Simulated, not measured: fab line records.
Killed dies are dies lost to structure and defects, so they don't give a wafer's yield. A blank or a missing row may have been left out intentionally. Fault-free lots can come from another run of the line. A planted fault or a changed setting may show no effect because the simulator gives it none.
Check for tools in common	flow gf180mcu	39 wafers sampled across 13 lots

REASON IT WAS OPENED
Of 13 lots, 2 have the reading HV_LDD_CVD_54_THK flagged at GF_HV_LDD_THK_MEAS_55. Fault-free wafers read 10.02 nm, with a standard deviation of 0.14.
Rule: a lot is flagged when every wafer of it that has a number lies more than 4 standard deviations from that mean, or none has a number. As for the other lots, they are considered sound.

lot	measured	on	HV_LDD_CVD_54_THK (nm), wafer by wafer	flag
L329	day 12 13:43	film_metro-01	10.11 9.89 10.03	
L330	day 12 16:38	film_metro-02	10.01 9.94 9.88	
L333	day 13 19:24	film_metro-02	9.95 10.16 10.11	
L339	day 15 23:39	film_metro-01	7.74 7.77 7.72	FLAGGED
L340	day 16 08:42	film_metro-04	7.73 7.74 7.85	FLAGGED
L341	day 16 16:43	film_metro-02	9.98 10.05 10.04	
L346	day 18 11:37	film_metro-02	9.88 9.92 9.78	
L347	day 18 18:43	film_metro-01	9.95 9.94 9.76	
L349	day 19 05:27	film_metro-02	10.01 10.16 9.97	
L348	day 19 07:53	film_metro-02	10.32 10.10 10.34	
L350	day 19 16:52	film_metro-04	10.01 9.97 10.00	
L351	day 20 03:26	film_metro-04	10.11 10.04 10.08	
L352	day 20 09:40	film_metro-04	9.95 9.99 10.05	
On average the flagged lots' numbers are 7.76 nm, which is -2.26 nm against the usual, or -16 standard deviations.

LOT BY LOT: THE TOOL USED
2 process steps preceding the reading are held in the record, out of 602 steps in the route. Each cell gives the tool, then ch followed by the chambers the sampled wafers passed through, then the start.
lot	flag	GF_POLY_GATE_ETCH_12	GF_HV_LDD_CVD_54
L329		rie_diel-02 ch 0,3, day 9 08:29	lpcvd-01 ch 1, day 12 12:41
L330		rie_diel-02 ch 0,1,3, day 9 11:44	lpcvd-01 ch 0, day 12 15:36
L333		rie_diel-02 ch 0,2, day 10 10:05	lpcvd-02 ch 1, day 13 18:22
L339	FLAGGED	rie_diel-01 ch 1,3, day 12 08:20	lpcvd-02 ch 1, day 15 22:37
L340	FLAGGED	rie_diel-01 ch 1, day 12 16:34	lpcvd-02 ch 1, day 16 07:41
L341		rie_diel-02 ch 0,2,3, day 13 01:46	lpcvd-01 ch 1, day 16 15:41
L346		rie_diel-02 ch 0,1, day 14 13:13	lpcvd-01 ch 1, day 18 10:34
L347		rie_diel-02 ch 0,1, day 14 21:43	lpcvd-01 ch 1, day 18 17:40
L349		rie_diel-03 ch 0,1,2, day 15 05:29	lpcvd-02 ch 0, day 19 04:25
L348		rie_diel-02 ch 1,3, day 15 05:46	lpcvd-02 ch 0, day 19 06:21
L350		rie_diel-03 ch 0,1,3, day 15 14:50	lpcvd-01 ch 1, day 19 15:17
L351		rie_diel-01 ch 0,2, day 15 23:07	lpcvd-01 ch 1, day 20 02:25
L352		rie_diel-02 ch 0,1, day 16 06:32	lpcvd-01 ch 0, day 20 08:39
What these steps do:
- GF_POLY_GATE_ETCH_12: etches BARC in N2/H2.
- GF_HV_LDD_CVD_54: deposits SiO2 from TEOS, target thk 10 nm, time 75 s.
- GF_HV_LDD_THK_MEAS_55

FLAGGED AGAINST TOTAL, ONE TOOL AT A TIME (gauges that did the reading follow at the end)
step	tool	lots run	flagged	share of the flagged lots	sound lots run after its first flagged lot
GF_POLY_GATE_ETCH_12	rie_diel-01	3	2	all	1 (L351)
GF_POLY_GATE_ETCH_12	rie_diel-02	8	0	none	-
GF_POLY_GATE_ETCH_12	rie_diel-03	2	0	none	-
GF_HV_LDD_CVD_54	lpcvd-01	8	0	none	-
GF_HV_LDD_CVD_54	lpcvd-02	5	2	all	2 (L349,L348)
GF_HV_LDD_THK_MEAS_55	film_metro-01	3	1	some	1 (L347)
GF_HV_LDD_THK_MEAS_55	film_metro-02	6	0	none	-
GF_HV_LDD_THK_MEAS_55	film_metro-04	4	1	some	3 (L350,L351,L352)

THE TABLE: WHAT IT ALLOWS
Table rows that saw every flagged lot: 2, namely rie_diel-01 at GF_POLY_GATE_ETCH_12 and lpcvd-02 at GF_HV_LDD_CVD_54.
- rie_diel-01 at GF_POLY_GATE_ETCH_12 ran 3 lots, 2 of them flagged. After the first flagged lot (L351), sound lots still ran on it; a lasting fault on the whole tool would not permit that.
- lpcvd-02 at GF_HV_LDD_CVD_54 ran 5 lots, 2 of them flagged. After the first flagged lot (L349, L348), sound lots still ran on it; a lasting fault on the whole tool would not permit that.
No row of the table ran every flagged lot and no sound lot after the first.

WHAT WAS PUT IN BY THE SIMULATOR
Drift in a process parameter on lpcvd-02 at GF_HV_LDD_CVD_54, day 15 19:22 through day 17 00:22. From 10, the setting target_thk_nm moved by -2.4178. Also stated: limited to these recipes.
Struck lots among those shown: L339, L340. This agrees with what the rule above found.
